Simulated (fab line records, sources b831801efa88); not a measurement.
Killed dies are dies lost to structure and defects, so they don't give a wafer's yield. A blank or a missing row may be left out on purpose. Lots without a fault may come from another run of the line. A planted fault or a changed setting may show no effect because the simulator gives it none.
Which tool did it? | flow gf180mcu | 14 lots, 42 wafers sampled, at 6 steps of a route of 602

WHAT THE GAUGES READ, wafer by wafer
GF_HV_LDD_TW_MEAS_38. Usual: HV_LDD_3_TW 1427, standard deviation 5.6.
lot  | measured     | on            | HV_LDD_3_TW    | flag
L916 | day 11 14:05 | film_metro-03 | 1431 1422 1427 |
L917 | day 11 19:53 | film_metro-01 | 1416 1420 1418 |
L918 | day 12 02:10 | film_metro-03 | 1426 1421 1428 |
L919 | day 12 14:16 | film_metro-03 | 1425 1419 1425 |
L922 | day 13 09:20 | film_metro-04 | 1428 1430 1432 |
L924 | day 14 11:53 | film_metro-04 | 1298 1304 1295 | OFF
L925 | day 14 12:08 | film_metro-04 | 1300 1302 1300 | OFF
L926 | day 14 23:13 | film_metro-03 | 1416 1428 1425 |
L928 | day 15 12:57 | film_metro-01 | 1431 1437 1436 |
L933 | day 17 02:25 | film_metro-01 | 1427 1436 1437 |
L935 | day 17 18:25 | film_metro-01 | 1431 1429 1433 |
L936 | day 18 01:37 | film_metro-03 | 1433 1430 1430 |
L937 | day 18 05:37 | film_metro-04 | 1427 1429 1427 |
L938 | day 18 16:59 | film_metro-01 | 1430 1422 1420 |

GF_HV_LDD_RS_MEAS_53: measures by four-point-probe. Usual: HV_LDD_RS 418.4 ohm/sq, standard deviation 1.1.
lot  | measured     | on            | HV_LDD_RS (ohm/sq) | flag
L916 | day 12 08:18 | film_metro-01 | 417.0 416.6 415.7  |
L917 | day 12 15:38 | film_metro-01 | 420.9 421.4 420.5  |
L918 | day 12 22:26 | film_metro-01 | 419.6 419.8 417.4  |
L919 | day 13 10:19 | film_metro-04 | 418.2 417.8 417.6  |
L922 | day 14 05:50 | film_metro-04 | 418.9 419.0 417.2  |
L924 | day 15 09:17 | film_metro-04 | 440.0 438.4 438.7  | OFF
L925 | day 15 10:14 | film_metro-04 | 439.3 438.8 439.4  | OFF
L926 | day 15 21:08 | film_metro-01 | 417.0 419.6 417.7  |
L928 | day 16 11:41 | film_metro-03 | 418.3 419.5 420.0  |
L933 | day 18 02:00 | film_metro-03 | 417.0 418.2 418.4  |
L935 | day 18 17:17 | film_metro-04 | 418.3 418.0 417.7  |
L936 | day 18 23:42 | film_metro-01 | 417.9 418.8 418.1  |
L937 | day 19 05:03 | film_metro-01 | 420.6 420.3 418.6  |
L938 | day 19 17:46 | film_metro-04 | 418.6 419.4 418.9  |

GF_PSD_OVL_MEAS_08. Usual: PSD_OVL 0.4 nm, standard deviation 1.8.
lot  | measured     | on         | PSD_OVL (nm)   | flag
L916 | day 14 02:43 | overlay-01 | -1.2 -0.3 0.7  |
L917 | day 14 11:16 | overlay-01 | 2.7 4.1 3.7    |
L918 | day 14 22:04 | overlay-02 | -1.9 -1.0 1.2  |
L919 | day 15 08:37 | overlay-01 | 2.1 1.2 0.8    |
L922 | day 16 03:55 | overlay-02 | 0.5 0.2 0.1    |
L926 | day 17 21:08 | overlay-02 | -0.5 -1.3 -1.1 |
L928 | day 18 12:25 | overlay-01 | -0.7 -0.7 0.9  |
L933 | day 20 05:16 | overlay-01 | -3.7 -2.9 -2.8 |
L935 | day 20 20:46 | overlay-02 | 1.9 0.2 2.5    |
L936 | day 21 05:56 | overlay-01 | 0.6 1.2 1.5    |
L937 | day 21 08:41 | overlay-01 | -1.1 -0.3 1.2  |
L938 | day 21 20:23 | overlay-02 | -0.1 -0.3 -2.5 |

GF_SAB_THK_MEAS_01. Usual: SAB_CVD_00_THK 49.9 nm, standard deviation 0.67.
lot  | measured     | on            | SAB_CVD_00_THK (nm) | flag
L916 | day 14 03:27 | film_metro-01 | 50.1 50.5 50.7      |
L917 | day 14 12:00 | film_metro-02 | 50.1 49.5 51.1      |
L918 | day 14 22:49 | film_metro-02 | 49.5 49.9 50.5      |
L919 | day 15 09:22 | film_metro-02 | 48.9 50.0 49.7      |
L922 | day 16 04:40 | film_metro-01 | 49.9 49.0 50.9      |
L926 | day 17 21:53 | film_metro-02 | 49.6 49.9 50.7      |
L928 | day 18 13:10 | film_metro-01 | 49.7 49.5 49.7      |
L933 | day 20 06:01 | film_metro-02 | 48.6 49.5 50.5      |
L935 | day 20 21:30 | film_metro-01 | 50.7 50.3 50.8      |
L936 | day 21 06:40 | film_metro-04 | 49.5 48.6 49.0      |
L937 | day 21 09:25 | film_metro-01 | 48.9 49.6 50.4      |
L938 | day 21 21:08 | film_metro-01 | 50.7 50.1 49.5      |

GF_SAB_CD_MEAS_09: target cd 420 nm. Usual: cd_nm 419.8 nm, standard deviation 2.1.
lot  | measured     | on        | cd_nm (nm)        | flag
L916 | day 15 00:25 | cd_sem-02 | 415.9 416.6 419.1 |
L917 | day 15 09:03 | cd_sem-02 | 421.1 418.8 421.1 |
L918 | day 15 19:54 | cd_sem-02 | 423.0 423.1 422.4 |
L919 | day 16 07:26 | cd_sem-02 | 417.3 416.2 417.3 |
L922 | day 17 03:12 | cd_sem-01 | 419.0 417.4 418.9 |
L926 | day 18 19:48 | cd_sem-02 | 416.9 418.3 417.7 |
L928 | day 19 12:24 | cd_sem-01 | 419.6 422.2 420.9 |
L933 | day 21 05:28 | cd_sem-02 | 419.4 421.9 420.1 |
L935 | day 21 20:45 | cd_sem-01 | 419.0 417.5 417.7 |
L936 | day 22 06:36 | cd_sem-01 | 419.3 421.6 419.7 |
L937 | day 22 08:40 | cd_sem-01 | 418.2 419.2 418.6 |
L938 | day 22 20:07 | cd_sem-02 | 423.5 423.0 422.6 |

WHICH TOOL RAN EACH LOT (tool, then ch and the chambers of the sampled wafers, then the start)
lot  | GF_HV_LDD_IMPLANT_36
L916 | implanter-03 ch 0, day 11 13:50
L917 | implanter-03 ch 0, day 11 19:38
L918 | implanter-03 ch 0, day 12 01:55
L919 | implanter-03 ch 0, day 12 14:02
L922 | implanter-04 ch 0, day 13 09:05
L924 | implanter-02, day 14 11:40
L925 | implanter-04, day 14 11:54
L926 | implanter-02 ch 0, day 14 22:58
L928 | implanter-04 ch 0, day 15 12:42
L933 | implanter-02 ch 0, day 17 02:11
L935 | implanter-02 ch 0, day 17 18:10
L936 | implanter-02 ch 0, day 18 01:22
L937 | implanter-02 ch 0, day 18 05:22
L938 | implanter-04 ch 0, day 18 16:47
- GF_HV_LDD_IMPLANT_36

WHAT THE TOOLS THEMSELVES READ (means of the sampled wafers that have a number; where no wafer has one, the mark that the record gives instead)
GF_HV_LDD_IMPLANT_36. Usual: beam_energy_keV 59.998, standard deviation 0.02; beam_on_s 10.03 s, standard deviation 0.18.
lot  | tool         | beam_energy_keV | beam_on_s (s) | flag
L916 | implanter-03 | 59.975          | 10.11         |
L917 | implanter-03 | 59.988          | 10.01         |
L918 | implanter-03 | 60.004          | 9.99          |
L919 | implanter-03 | 59.986          | 10.05         |
L922 | implanter-04 | 59.990          | 10.05         |
L924 | implanter-02 | -               | -             | OFF
L925 | implanter-04 | -               | -             | OFF
L926 | implanter-02 | 60.016          | 9.96          |
L928 | implanter-04 | 60.034          | 10.22         |
L933 | implanter-02 | 59.994          | 10.14         |
L935 | implanter-02 | 60.001          | 9.93          |
L936 | implanter-02 | 59.984          | 10.09         |
L937 | implanter-02 | 59.977          | 9.86          |
L938 | implanter-04 | 59.995          | 10.15         |

THE ANSWER, worked out from the rows above alone
Rule: a lot is off if the mean of its wafers that have a number lies more than 3 standard deviations from the usual mean. A lot without any number at a reading at which 4 lots or more have one is off too. The other lots that the step has rows for count as sound. The gauges are gone through in route order, then the tools' own readings, and for those a lot's mean is taken as printed above. The first step at which some lot is off is used, and at that step the reading that is off furthest; a lot without a number counts as furthest.
Off: L924, L925, at GF_HV_LDD_TW_MEAS_38 (HV_LDD_3_TW).
A tool fits if, at a process step before that reading, it ran every lot that is off, and no sound lot after the first of them. The gauges at GF_HV_LDD_TW_MEAS_38 aren't tried: what is off there is off at GF_HV_LDD_IMPLANT_36 too, on other tools, and a gauge's error can't cause that. None of those tried fits.

WHAT THE SIMULATOR HAD PUT IN
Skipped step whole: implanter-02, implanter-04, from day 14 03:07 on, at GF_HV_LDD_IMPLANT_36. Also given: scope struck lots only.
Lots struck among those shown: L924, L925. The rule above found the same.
